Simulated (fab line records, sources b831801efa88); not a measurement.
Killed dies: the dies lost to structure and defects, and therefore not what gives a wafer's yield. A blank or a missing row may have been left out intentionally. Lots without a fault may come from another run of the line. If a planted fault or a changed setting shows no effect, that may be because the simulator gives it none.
Chamber matching | flow sky130 | pecvd-03 running SKY_CAP2M_CVD_00: 3 sister chambers
The step deposits SiO2, target thk 15.5 nm. 6 wafers are shown with their chamber, then 10 later ones without.

## WAFERS, EACH WITH ITS CHAMBER
wafer  | chamber | heater-power-w (W) | susceptor-temp-C (C)
L084.4 | 0       | 668                | 400.20
L084.6 | 2       | 650                | 400.15
L087.2 | 0       | 703                | 400.15
L087.4 | 2       | 559                | 399.93
L089.3 | 1       | 832                | 399.79
L089.4 | 1       | 834                | 400.10

## WAFERS WITHOUT THEIR CHAMBER
wafer  | heater-power-w (W) | susceptor-temp-C (C)
L089.5 | 659                | 400.21
L091.1 | 731                | 400.08
L091.3 | 632                | 399.88
L091.6 | 746                | 399.96
L094.2 | 704                | 399.92
L094.3 | 609                | 399.88
L094.5 | 609                | 399.78
L095.1 | 583                | 400.04
L095.3 | 822                | 400.10
L095.6 | 595                | 400.14

## CHAMBER TAKEN BY EACH
wafer  | from the rows above          | in truth
L089.5 | can't be placed: 0 or 2      | 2
L091.1 | can't be placed: 0 or 1 or 2 | 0
L091.3 | can't be placed: 2 or 0      | 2
L091.6 | can't be placed: 0 or 1 or 2 | 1
L094.2 | can't be placed: 0 or 2 or 1 | 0
L094.3 | can't be placed: 2 or 0      | 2
L094.5 | can't be placed: 2 or 0      | 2
L095.1 | 2                            | 2
L095.3 | 1                            | 1
L095.6 | can't be placed: 2 or 0      | 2
Correctly placed: 2 of 10. Cannot be placed on the basis of these rows: 8; the candidates contain the true chamber in 8. 0 placed wrongly.
How it was worked out, from the rows above alone: a wafer's distance from a chamber is the root of the sum, over the readings, of the square of ((its reading less the chamber's mean) divided by the reading's scatter). The wafer belongs to the nearest chamber; if the next one is less than 2 further off, it can't be placed. The mean given for a chamber averages the wafers shown for that chamber. The scatter: take each reading less its chamber's mean, square it, sum over the shown wafers, divide by the number of wafers less the number of chambers, and take the root.
